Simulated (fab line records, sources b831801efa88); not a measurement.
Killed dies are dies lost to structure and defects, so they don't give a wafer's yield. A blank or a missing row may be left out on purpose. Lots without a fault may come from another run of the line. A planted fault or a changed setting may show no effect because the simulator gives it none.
Split-lot experiment | flow sky130 | 5 lots, 23 wafers read, on a route of 708 steps

THE SPLIT
At SKY_METAL5_SPUTTER_01 (material TiN, target thk 20 nm, time 16.7 s), the setting power_w was moved away from the recipe's 6500 W on 5 of the 23 wafers read, by +5.8% to +11.1%. The other wafers ran this setting at the recipe's value.

The reading is taken at the split's own step.

THE READING
TiN_of_METAL5_SPUTTER_01.thk_nm (the simulator's own value, which no gauge read), in nm, at SKY_METAL5_SPUTTER_01 (material TiN, target thk 20 nm, time 16.7 s). The file gives no usual value for it. The 18 wafers here that ran the recipe average 20.21 nm, standard deviation 0.26 nm.

wafer  | tool, chamber at the split | power_w as run, W | against the recipe | TiN_of_METAL5_SPUTTER_01.thk_nm, nm | against lot-mates on the recipe
L074.1 | pvd_sputter-04, -          | 6500              | recipe             | 19.92                               | -
L074.2 | pvd_sputter-04, -          | 6500              | recipe             | 19.78                               | -
L074.3 | pvd_sputter-04, -          | 6876              | +5.8%              | 20.55                               | +0.79
L074.4 | pvd_sputter-04, -          | 6876              | +5.8%              | 21.03                               | +1.27
L074.6 | pvd_sputter-04, -          | 6500              | recipe             | 19.57                               | -
L078.1 | pvd_sputter-03, -          | 7222              | +11.1%             | 22.56                               | +2.32
L078.2 | pvd_sputter-03, -          | 6500              | recipe             | 20.29                               | -
L078.4 | pvd_sputter-03, -          | 7222              | +11.1%             | 22.47                               | +2.23
L078.5 | pvd_sputter-03, -          | 6500              | recipe             | 20.18                               | -
L078.6 | pvd_sputter-03, -          | 7222              | +11.1%             | 22.4                                | +2.16
L081.2 | pvd_sputter-01, -          | 6500              | recipe             | 20.21                               | -
L081.3 | pvd_sputter-01, -          | 6500              | recipe             | 20.27                               | -
L081.6 | pvd_sputter-01, -          | 6500              | recipe             | 20.42                               | -
L083.1 | pvd_sputter-01, -          | 6500              | recipe             | 20.3                                | -
L083.2 | pvd_sputter-01, -          | 6500              | recipe             | 20.65                               | -
L083.4 | pvd_sputter-01, -          | 6500              | recipe             | 20.54                               | -
L083.5 | pvd_sputter-01, -          | 6500              | recipe             | 20.47                               | -
L083.6 | pvd_sputter-01, -          | 6500              | recipe             | 20.34                               | -
L085.1 | pvd_sputter-01, -          | 6500              | recipe             | 20.01                               | -
L085.2 | pvd_sputter-01, -          | 6500              | recipe             | 20.2                                | -
L085.3 | pvd_sputter-01, -          | 6500              | recipe             | 20.23                               | -
L085.4 | pvd_sputter-01, -          | 6500              | recipe             | 20.25                               | -
L085.6 | pvd_sputter-01, -          | 6500              | recipe             | 20.22                               | -

THE FIT
A straight line over all 23 wafers: TiN_of_METAL5_SPUTTER_01.thk_nm changes by +0.191 nm for each +1% of power_w; r = +0.93; the points scatter about the line by 0.3 nm.
The same after taking each lot's own level away (the mean of its wafers on the recipe; 23 wafers): +0.199 nm for each +1%; r = +0.99; scatter 0.13 nm.
On that fit, the largest move of power_w shifts the reading by 2.2 nm.
The lots' own levels span 19.757 to 20.460 nm, that is 2.8 times the standard deviation above.
So the lot-to-lot level changes the slope little: the two slopes agree.
Check: with one of the wafers moved furthest among these (+11.1%) left out of the fit, the line predicts +2.15 nm for it against its lot-mates. It came out at +2.32 nm against them.

OTHER SPLITS ON THESE WAFERS
These wafers also went through other splits before the reading. Each is held against what the fit with the lots' levels taken away leaves over:
other split on the same wafers          | wafers away from the commonest value | r with TiN_of_METAL5_SPUTTER_01.thk_nm (lot level and that fit taken away)
SKY_CAPM_EXPOSE_09 dose_mj              | 8                                    | +0.20
SKY_METAL3_METAL_ETCH_18 over_etch_frac | 6                                    | +0.10
SKY_VIA3_CVD_21 pressure_torr           | 10                                   | -0.01
SKY_CAP2M_EXPOSE_09 dose_mj             | 5                                    | +0.14
SKY_CAP2M_STRIP_14 o2_flow_sccm         | 9                                    | -0.18
SKY_VIA4_HDPCVD_00 time_s               | 10                                   | +0.02
SKY_VIA4_EXPOSE_08 dose_mj              | 10                                   | +0.32

THE FILE'S OWN FIT
TiN_of_METAL5_SPUTTER_01.thk_nm changes by +0.197 nm for each +1% of power_w, r = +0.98.
